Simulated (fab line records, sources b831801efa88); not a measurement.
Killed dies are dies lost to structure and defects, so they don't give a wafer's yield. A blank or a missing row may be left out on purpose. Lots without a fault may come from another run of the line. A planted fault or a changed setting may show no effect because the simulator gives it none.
Problem report in the 8D (eight disciplines) form, filled by code | flow sfq_line | the parts of the form that need people (team, actions taken, sign-off) are left out

1. THE PROBLEM
thk_nm at SFQ_TRILAYER_I3_METRO_MEASURE_083 reads a mean of 251.9 nm on 2 wafers of 2 lots; wafers without a fault read 200.2 nm with a standard deviation of 1.3. That is +40 standard deviations from the usual mean.
First seen on wafer L704.1, day 44 07:28, on film_metro-03. The record holds 40 wafers of 14 lots with a number at this step. Rule for "out", or "out of limits": more than 4 standard deviations from the usual mean. The other wafers with a number count as sound.

2. WHAT IT IS AND WHAT IT IS NOT
question                    | is                           | is not
which readings at this step | thk_nm                       | -
which lots                  | L704, L707                   | L689, L691, L693, L694, L695, L696, L697, L708, L709, L710, L711, L712
which wafers of those lots  | L704.1, L707.1               | L704.4, L707.3
read on which tools         | film_metro-03, film_metro-04 | film_metro-01
when                        | from day 44 07:28            | up to then (22 sound wafers); but 16 sound wafers of L707, L708, L709, L710, L711, L712 came after

3. SUSPECTS, AND WHAT RULES EACH OUT
Counting: a tool at a process step up to the reading stays a suspect if it ran every lot that is out. Sound lots after the first of them don't rule it out here, since some wafers of a struck lot are sound.
- rie_metal-02 at SFQ_TRILAYER_M1_STRIP_STRIP_043 (strips in O2): kept. It ran every lot that is out, first L704 (day 29 12:44); its last sound lot up to then is L697 (day 26 10:24).
- cmp-01 at SFQ_TRILAYER_I3_CMP_CMP_082 (polishes SiO2): kept. It ran every lot that is out, first L704 (day 44 00:26); its last sound lot up to then is L697 (day 41 22:53).
- Within cmp-01 at SFQ_TRILAYER_I3_CMP_CMP_082: the wafers that are out ran in chamber 1; their sound lot-mates ran in chambers 0, 2.
Left after counting: rie_metal-02 at SFQ_TRILAYER_M1_STRIP_STRIP_043, cmp-01 at SFQ_TRILAYER_I3_CMP_CMP_082.

4. THE CAUSE (what the simulator had put in)
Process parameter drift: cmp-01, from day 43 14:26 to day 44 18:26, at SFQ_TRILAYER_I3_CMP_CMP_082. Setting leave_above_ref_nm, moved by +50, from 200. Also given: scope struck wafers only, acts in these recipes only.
Counting left 2 suspects, and this tool is among them.

5. THE CHAIN OF EFFECTS, in route order
Each row: a reading whose mean over the struck wafers that have a number lies more than 3 standard deviations from the usual. Only readings for which the record gives a usual standard deviation are gone through. hours: the time from each lot's start at the first step in this table that gives one to its start at this step, as a median over the lots. sigmas: the change in usual standard deviations.
hours | step                                  | reading        | usual      | on struck wafers | change | sigmas
0     | SFQ_TRILAYER_I3_METRO_MEASURE_083     | thk_nm         | 200.2 nm   | 251.9            | +51.8  | +40
15    | SFQ_TRILAYER_I3_VIA_ETCH_VIA_ETCH_088 | oes_product_au | 0.856 a.u. | 0.970            | +0.114 | +23
The process steps in it:
- SFQ_TRILAYER_I3_METRO_MEASURE_083
- SFQ_TRILAYER_I3_VIA_ETCH_VIA_ETCH_088: etches SiO2 in CHF3, stops on Nb, target depth 260 nm.
Later measuring or inspecting steps at which every struck wafer that the step has a row for has a number for every such reading, and none has moved that far: SFQ_I6_OVL_MEAS_942, SFQ_I7_OVL_MEAS_947.

6. WHAT WOULD HAVE CAUGHT IT SOONER
In this record the first reading out of limits was taken at day 44 07:28, 17 hours after the fault began at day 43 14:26.
Of the tool readings at SFQ_TRILAYER_I3_CMP_CMP_082 for which the record gives a usual standard deviation, none was out on any struck wafer, so an alarm limit of 4 standard deviations on them would not have fired.
All the lots that are out (2) had begun SFQ_TRILAYER_I3_CMP_CMP_082 on cmp-01 by day 44 07:28. A hold on the tool at that time would have spared none of them.
